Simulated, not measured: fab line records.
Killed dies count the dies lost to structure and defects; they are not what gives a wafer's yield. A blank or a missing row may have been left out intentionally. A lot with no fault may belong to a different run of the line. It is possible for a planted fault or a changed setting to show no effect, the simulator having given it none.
Problem report in the 8D (eight disciplines) form, filled by code | flow sky130 | the parts of the form that need people (team, actions taken, sign-off) are left out

== 1. THE PROBLEM ==
Across 6 wafers from 2 lots, SPACER_CVD_00_THK at SKY_SPACER_THK_MEAS_01 averages 39.8 nm, while fault-free wafers read 42.8 nm with a standard deviation of 0.46. That puts it -6.6 standard deviations away from the usual mean.
First observed at day 29 09:29: wafer L370.4, on film metro-04. At this step, 30 wafers from 10 lots have a number in the record. By rule, "out" or "out of limits" means more than 4 standard deviations away from the usual mean. The rest of the wafers with a number are treated as sound.

== 2. WHAT IT IS; WHAT IT IS NOT ==
question                    | is                           | is not
which readings at this step | SPACER_CVD_00_THK            | -
which lots                  | L370, L371                   | L353, L354, L358, L359, L361, L362, L363, L365
which wafers of those lots  | all that have a number       | -
read on which gauges        | film metro-01, film metro-04 | film metro-03
when                        | from day 29 09:29            | up to then (24 sound wafers)

== 3. THE SUSPECTS, EACH WITH WHAT RULES IT OUT ==
Counting: any tool at a process step up to the reading is kept as a suspect provided that every lot that is out went through it and no sound lot did after the first of them.
- the gauge at SKY_SPACER_THK_MEAS_01 has been ruled out. The wafers that are out were read on 2 gauges (film metro-01, film metro-04).
- lpcvd-02 at SKY_SPACER_CVD_00 (deposits Si3N4 from DCS/NH3, target thk 43.1 nm, time 740 s): kept. It ran every lot that is out, first L370 (day 29 08:15), and no sound lot after that; its last sound lot up to then is L365 (day 28 00:45).
Left after counting: lpcvd-02 at SKY_SPACER_CVD_00.

== 4. THE CAUSE (what the simulator had put in) ==
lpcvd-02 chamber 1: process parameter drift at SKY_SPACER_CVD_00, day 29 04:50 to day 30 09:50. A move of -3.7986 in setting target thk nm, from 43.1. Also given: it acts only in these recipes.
Counting left only this tool.

== 5. THE CHAIN OF EFFECTS, in route order ==
Each row: a reading whose mean over the struck wafers that have a number lies more than 3 standard deviations from the usual. Readings are gone through only where the record gives a usual standard deviation; hours: the median, over the lots, of the time from a lot's start at the first step in this table giving one to that lot's start at this step; sigmas: the change measured in usual standard deviations.
hours | step                   | reading           | usual      | on struck wafers | change | sigmas
0     | SKY_SPACER_THK_MEAS_01 | SPACER_CVD_00_THK | 42.8 nm    | 39.8             | -3.0   | -6.6
0     | SKY_SPACER_ETCHBACK_02 | oes product au    | 0.852 a.u. | 0.817            | -0.035 | -5.9
Here are the process steps it includes:
- SKY_SPACER_ETCHBACK_02: etches Si3N4 in CH3F/O2, stops on SiO2, time 46.7 s, target depth 45 nm.
Later measuring or inspecting steps at which every struck wafer that the step has a row for has a number for every such reading, and none has moved that far: SKY_CONTACT_RS_MEAS_25.

== 6. HOW IT WOULD HAVE BEEN CAUGHT EARLIER ==
Counted from the fault's start at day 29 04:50, it took 5 hours until the first out-of-limits reading at a measuring or inspecting step in this record, taken at day 29 09:29.
Of the tool readings at SKY_SPACER_CVD_00 for which the record gives a usual standard deviation, none was out on any struck wafer, so an alarm limit of 4 standard deviations on them would not have fired.
Among the 2 lots that are out, L371 began SKY_SPACER_CVD_00 on lpcvd-02 after day 29 09:29. Holding the tool at that time would have saved it.
